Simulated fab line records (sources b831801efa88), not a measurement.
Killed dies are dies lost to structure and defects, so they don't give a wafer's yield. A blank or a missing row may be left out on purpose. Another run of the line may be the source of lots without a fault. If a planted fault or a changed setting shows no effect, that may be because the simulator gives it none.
fab line records	flow sfq-line
record lots=14	wafers=42	last-day=84
route steps=325 shown I0@53 M3@130 M7@294 I7@309
lots untouched by any fault: they come from a run of this same line in which no faults occurred
start-h: the number of hours between the record's first day and the start of the first shown wafer of the lot	wait-h: hours from the lot's prior step to this one	" repeats the value in the row above	L1.1+2: several wafers, shown together as one row	- either no value or no given start	* or withheld: withheld	< > ~ a bound
route shown NAME@n: names a module that has steps shown in the file, with the first one's number in the route	usual: mean/standard deviation taken from wafers without a fault	same: alike in all rows	chamber/n: place in a boat	sites: each site's reading	_std_site: standard deviation across them	_edge_site: inner sites' mean taken away from outer sites' mean	radius-mm: how far each site lies from the wafer's centre	mask NAME#n: copy n	behind: the tool/chamber that last shaped the wafer	hold: reason for holding the lot/hours on hold/outcome of the hold	device: transistor that didn't switch, given as n, p or np	end of line: the tests these same wafers got at the end of their route	a step with no rows: only its recipe	killed: at the first sort, the dies lost to defects and structure; wafer yield is something else	map: a wafer's dies, x killed, . not, _ none there
set.NAME: setting as actually run; set.NAME@STEP: the setting as run at that earlier step	model.NAME: the simulator's own value behind a step, which no gauge read
the route's steps for a sample of lots (tables are steps, rows are wafers)
services: a tool's chamber out of use, with start hour (start-h, from the record's first day; less than 0 if before it), hours out, and reason
## steps
# step SFQ_I0_OVL_MEAS_908
# usual I0_OVL=-2/5.5
lot.wafer	tool	chamber	start-h	wait-h	I0_OVL[nm]
L270.2	overlay-01	-	213.14	0.1	9
L270.5	"	-	"	"	2
L270.6	"	-	"	"	6
L272.1	overlay-02	-	225.20	0.1	4
L272.2	"	-	"	"	6
L272.5	"	-	"	"	1
L274.4	overlay-01	-	239.56	0.1	6
L274.5	"	-	"	"	4
L274.6	"	-	"	"	6
L275.2	overlay-01	-	244.34	0.1	3
L275.4	"	-	"	"	-6
L275.5	"	-	"	"	1
L276.3	overlay-02	-	249.15	0.1	-7
L276.5	"	-	"	"	-8
L276.6	"	-	"	"	-10
L278.2	overlay-01	-	263.09	0.1	-2
L278.3	"	-	"	"	-7
L278.6	"	-	"	"	-10
L279.3	overlay-01	-	273.90	0.1	6
L279.5	"	-	"	"	7
L279.6	"	-	"	"	0
L285.3	overlay-02	-	324.82	0.1	0
L285.4	"	-	"	"	-2
L285.6	"	-	"	"	-3
L286.1	overlay-02	-	328.41	0.1	1
L286.3	"	-	"	"	5
L286.5	"	-	"	"	5
L288.3	overlay-02	-	346.22	0.1	-9
L288.4	"	-	"	"	-2
L288.6	"	-	"	"	-2
L289.4	overlay-02	-	349.83	0.1	0
L289.5	"	-	"	"	2
L289.6	"	-	"	"	6
L291.2	overlay-02	-	359.42	0.1	-6
L291.4	"	-	"	"	-9
L291.5	"	-	"	"	-3
L292.2	overlay-02	-	369.02	0.1	-5
L292.3	"	-	"	"	1
L292.5	"	-	"	"	4
L293.1	overlay-02	-	372.61	0.1	-7
L293.4	"	-	"	"	2
L293.5	"	-	"	"	-6
# step SFQ_TRILAYER_M3_ETCH_METAL_ETCH_078
# recipe target=Nb	stop-on=SiO2	mask-material=PR	chemistry=Cl2/Ar	target-depth-nm=240	icp-w=600	bias-w=80	pressure-mtorr=10	time-s=120
# usual bias-w=80.04/0.21	chamber-pressure-mTorr=10.000/0.0087	drypump-motor-current-A=5.6/0.43	oes-product-au=0.892/0.0072
lot.wafer	tool	chamber	start-h	wait-h	bias-w	chamber-pressure-mTorr	drypump-motor-current-A	oes-product-au	rf-hours-counter-h
L270.2	rie-metal-04	1	639.90	0.0	80.31	10.001	5.7	0.898	71
L270.5	"	1	"	"	79.88	9.998	5.7	0.893	-
L270.6	"	0	"	"	80.09	10.006	6.1	0.899	-
L272.1	rie-metal-03	1	655.50	0.0	79.97	9.988	5.3	0.886	140
L272.2	"	0	"	"	80.36	10.005	5.5	0.885	33
L272.5	"	0	"	"	80.05	9.989	5.5	0.886	-
L274.4	rie-metal-04	0	674.74	0.1	80.20	9.996	6.1	0.890	-
L274.5	"	1	"	"	80.35	10.008	5.6	0.876	-
L274.6	"	0	"	"	80.20	10.000	6.1	0.887	-
L275.2	rie-metal-03	1	678.30	0.0	79.72	10.003	5.3	0.891	144
L275.4	"	1	"	"	79.94	10.004	5.3	0.892	-
L275.5	"	0	"	"	80.02	10.005	5.5	0.885	-
L276.3	rie-metal-04	1	686.74	0.1	80.17	9.990	5.6	0.891	-
L276.5	"	1	"	"	80.53	10.012	5.6	0.883	-
L276.6	"	0	"	"	79.92	9.983	6.1	0.888	-
L278.2	rie-metal-03	0	710.70	0.0	80.04	10.012	5.5	0.891	43
L278.3	"	0	"	"	80.12	10.018	5.5	0.886	-
L278.6	"	1	"	"	79.92	10.015	5.3	0.907	-
L279.3	rie-metal-02	0	746.84	0.1	80.32	10.002	4.7	0.894	-
L279.5	"	1	"	"	80.04	10.013	5.4	0.882	-
L279.6	"	0	"	"	79.85	10.006	4.7	0.889	-
L285.3	rie-metal-03	0	794.94	0.1	-	-	-	-	-
L285.4	"	1	"	"	-	-	-	-	-
L285.6	"	0	"	"	-	-	-	-	-
L286.1	rie-metal-04	0	798.50	0.0	-	-	-	-	-
L286.3	"	0	"	"	-	-	-	-	-
L286.5	"	0	"	"	-	-	-	-	-
L288.3	rie-metal-04	0	816.54	0.1	80.09	9.992	6.1	0.891	-
L288.4	"	1	"	"	79.95	9.994	5.7	0.893	-
L288.6	"	1	"	"	79.83	10.011	5.7	0.891	-
L289.4	rie-metal-03	0	819.08	0.2	80.25	10.001	5.5	0.897	-
L289.5	"	0	"	"	79.95	10.004	5.5	0.891	-
L289.6	"	0	"	"	79.89	10.006	5.5	0.903	-
L291.2	rie-metal-04	1	827.30	0.0	79.86	9.985	5.7	0.900	109
L291.4	"	1	"	"	79.62	9.994	5.7	0.889	-
L291.5	"	0	"	"	80.29	10.006	6.1	0.887	-
L292.2	rie-metal-02	1	833.30	0.0	80.14	10.001	5.4	0.891	90
L292.3	"	0	"	"	80.21	9.996	4.7	0.886	-
L292.5	"	1	"	"	80.10	9.987	5.4	0.879	-
L293.1	rie-metal-02	0	835.70	0.0	80.24	10.015	4.7	0.893	100
L293.4	"	0	"	"	80.17	9.996	4.7	0.900	-
L293.5	"	1	"	"	80.27	9.991	5.4	0.894	-
# step SFQ_TRILAYER_M7_STRIP_STRIP_181
# recipe gas=O2	power-w=200	platen-temp-c=40	overash-fraction=0.65	chemistry=O2	pressure-mtorr=50
# usual chamber-pressure-mTorr=50.00/0.047	drypump-motor-current-A=5.4/0.35	oes-product-au=1.000/0.0077
lot.wafer	tool	chamber	start-h	wait-h	chamber-pressure-mTorr	drypump-motor-current-A	oes-product-au	rf-hours-counter-h
L270.2	rie-metal-01	0	1652.39	0.1	50.11	5.9	0.998	46
L270.5	"	0	"	"	49.98	5.9	1.013	-
L270.6	"	1	"	"	49.93	5.5	0.991	-
L272.1	rie-metal-02	1	1678.36	0.1	50.00	5.4	0.985	60
L272.2	"	0	"	"	50.05	4.7	0.986	56
L272.5	"	1	"	"	50.06	5.4	0.983	-
L274.4	rie-metal-03	1	1689.65	0.2	50.03	5.3	0.999	-
L274.5	"	0	"	"	50.02	5.5	1.007	-
L274.6	"	1	"	"	50.02	5.3	1.005	-
L275.2	rie-metal-03	1	1692.27	0.1	50.03	5.3	1.001	115
L275.4	"	1	"	"	50.00	5.3	1.005	-
L275.5	"	1	"	"	49.98	5.3	1.000	-
L276.3	rie-metal-02	1	1694.87	0.2	50.01	5.4	0.993	-
L276.5	"	0	"	"	50.04	4.7	1.002	-
L276.6	"	1	"	"	49.98	5.4	0.997	-
L278.2	rie-metal-01	1	1708.47	0.1	50.02	5.5	1.006	36
L278.3	"	0	"	"	50.00	5.9	1.004	-
L278.6	"	0	"	"	49.91	5.9	0.994	-
L279.3	rie-metal-01	1	1816.33	0.2	50.00	5.5	0.998	-
L279.5	"	0	"	"	50.01	5.9	1.008	-
L279.6	"	1	"	"	50.04	5.5	0.996	-
L285.3	rie-metal-02	0	1858.95	0.2	50.07	4.7	0.995	-
L285.4	"	1	"	"	50.03	5.4	1.008	-
L285.6	"	1	"	"	50.04	5.4	0.997	-
L286.1	rie-metal-02	0	1882.75	0.1	49.95	4.7	0.997	83
L286.3	"	1	"	"	50.00	5.4	0.991	-
L286.5	"	0	"	"	49.96	4.7	0.992	-
L288.3	rie-metal-03	0	1897.35	0.2	50.01	5.5	1.021	-
L288.4	"	1	"	"	49.99	5.3	1.012	-
L288.6	"	0	"	"	50.02	5.5	1.013	-
L289.4	rie-metal-03	0	1923.29	0.2	50.08	5.5	0.999	-
L289.5	"	1	"	"	49.91	5.3	1.002	-
L289.6	"	0	"	"	49.99	5.5	1.003	-
L291.2	rie-metal-01	0	1927.07	0.4	50.03	5.9	0.989	-
L291.4	"	0	"	"	49.96	5.9	1.003	-
L291.5	"	0	"	"	50.02	5.9	1.005	-
L292.2	rie-metal-03	0	1929.09	0.1	49.99	5.5	1.007	71
L292.3	"	0	"	"	49.99	5.5	1.013	-
L292.5	"	1	"	"	50.02	5.3	1.002	-
L293.1	rie-metal-02	0	1932.69	0.1	49.89	4.7	0.994	90
L293.4	"	1	"	"	50.01	5.4	0.987	-
L293.5	"	0	"	"	50.04	4.7	0.994	-
# step SFQ_TRILAYER_I7_VIA_STRIP_STRIP_191
# recipe gas=O2	power-w=200	platen-temp-c=40	overash-fraction=0.65	chemistry=O2	pressure-mtorr=50
# usual chamber-pressure-mTorr=50.00/0.045	drypump-motor-current-A=5.6/0.39	oes-product-au=1.005/0.0081
lot.wafer	tool	chamber	start-h	wait-h	chamber-pressure-mTorr	drypump-motor-current-A	oes-product-au	rf-hours-counter-h
L270.2	rie-metal-03	0	1663.02	-	50.06	5.5	1.011	28
L270.5	"	1	"	"	50.00	5.3	1.013	-
L270.6	"	0	"	"	50.12	5.5	1.014	-
L272.1	rie-metal-04	1	1690.62	-	50.00	5.6	1.016	58
L272.2	"	0	"	"	50.01	6.1	1.013	79
L272.5	"	1	"	"	50.06	5.6	1.020	-
L274.4	rie-metal-04	1	1702.06	-	50.01	5.7	0.999	-
L274.5	"	0	"	"	50.03	6.1	1.013	-
L274.6	"	1	"	"	49.94	5.6	0.996	-
L275.2	rie-metal-04	1	1703.03	-	50.00	5.7	1.009	60
L275.4	"	0	"	"	49.96	6.1	1.002	-
L275.5	"	1	"	"	50.06	5.6	1.004	-
L276.3	rie-metal-04	1	1704.46	-	50.03	5.7	1.011	-
L276.5	"	0	"	"	50.03	6.1	1.010	-
L276.6	"	1	"	"	50.00	5.6	1.013	-
L278.2	rie-metal-02	0	1717.25	-	50.02	4.7	0.994	61
L278.3	"	1	"	"	50.03	5.4	0.985	-
L278.6	"	1	"	"	49.89	5.4	0.992	-
L279.3	rie-metal-04	1	1824.07	-	49.81	5.7	1.010	-
L279.5	"	0	"	"	49.95	6.2	0.998	-
L279.6	"	1	"	"	50.07	5.7	1.005	-
L285.3	rie-metal-02	0	1868.05	-	50.05	4.7	1.001	-
L285.4	"	1	"	"	49.97	5.4	0.988	-
L285.6	"	0	"	"	49.97	4.7	0.998	-
L286.1	rie-metal-04	0	1893.15	-	49.94	6.1	1.001	109
L286.3	"	0	"	"	50.00	6.1	1.001	-
L286.5	"	1	"	"	49.95	5.6	1.006	-
L288.3	rie-metal-03	0	1907.37	-	50.01	5.5	1.015	-
L288.4	"	1	"	"	49.94	5.2	1.003	-
L288.6	"	0	"	"	50.04	5.5	1.001	-
L289.4	rie-metal-03	0	1932.73	-	50.07	5.5	1.011	-
L289.5	"	1	"	"	49.99	5.3	1.003	-
L289.6	"	0	"	"	49.99	5.5	1.007	-
L291.2	rie-metal-04	1	1938.08	-	49.96	5.6	1.009	92
L291.4	"	1	"	"	49.93	5.7	0.999	-
L291.5	"	0	"	"	50.02	6.1	1.002	-
L292.2	rie-metal-04	1	1941.35	-	49.96	5.6	1.008	92
L292.3	"	1	"	"	50.03	5.7	1.003	-
L292.5	"	1	"	"	50.01	5.7	0.993	-
L293.1	rie-metal-03	1	1944.75	-	49.99	5.3	1.008	23
L293.4	"	0	"	"	49.93	5.5	1.004	-
L293.5	"	1	"	"	49.99	5.3	1.000	-
## services
tool	chamber	start-h	hours	kind
rie-metal-01	1	622.33	3.8	repair
rie-metal-01	-	709.48	1.7	repair
rie-metal-02	-	713.91	0.3	repair
rie-metal-02	0	716.19	27.8	repair
rie-metal-03	-	858.02	0.4	repair
rie-metal-03	0	858.34	4.4	repair
rie-metal-02	-	883.65	1.2	repair
rie-metal-02	1	1002.11	15.7	repair
rie-metal-02	0	1011.13	20.4	repair
rie-metal-04	-	1020.17	1.4	repair
rie-metal-04	0	1137.44	3.5	repair
rie-metal-02	1	1181.51	7.3	repair
rie-metal-02	0	1205.91	9.3	repair
rie-metal-03	-	1230.41	1.4	pm
rie-metal-02	1	1268.05	2.7	repair
rie-metal-02	-	1363.37	2.8	pm
rie-metal-03	-	1423.99	2.8	pm
rie-metal-03	1	1479.73	7.8	repair
rie-metal-03	-	1581.46	14.6	pm
rie-metal-04	-	1653.01	2.8	pm
rie-metal-04	-	1753.31	4.3	pm
rie-metal-04	-	1823.03	0.3	repair
rie-metal-02	-	1844.51	0.4	repair
rie-metal-04	1	1894.37	15.0	repair
## key
first-sign step=SFQ_TRILAYER_M3_ETCH_METAL_ETCH_078	reading=tool-record	direction=missing
effect none on later readings
met-at SFQ_TRILAYER_M3_ETCH_METAL_ETCH_078
struck-lots L285,L286
not-acting-at SFQ_I0_OVL_MEAS_908,SFQ_TRILAYER_M7_STRIP_STRIP_181,SFQ_TRILAYER_I7_VIA_STRIP_STRIP_191
onset-between 710.70 794.94
fault kind=skipped-step-whole	tool=rie-metal-03,rie-metal-04	chamber=-	onset-h=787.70	steps=SFQ_TRILAYER_M3_ETCH_METAL_ETCH_078	scope=struck-lots-only
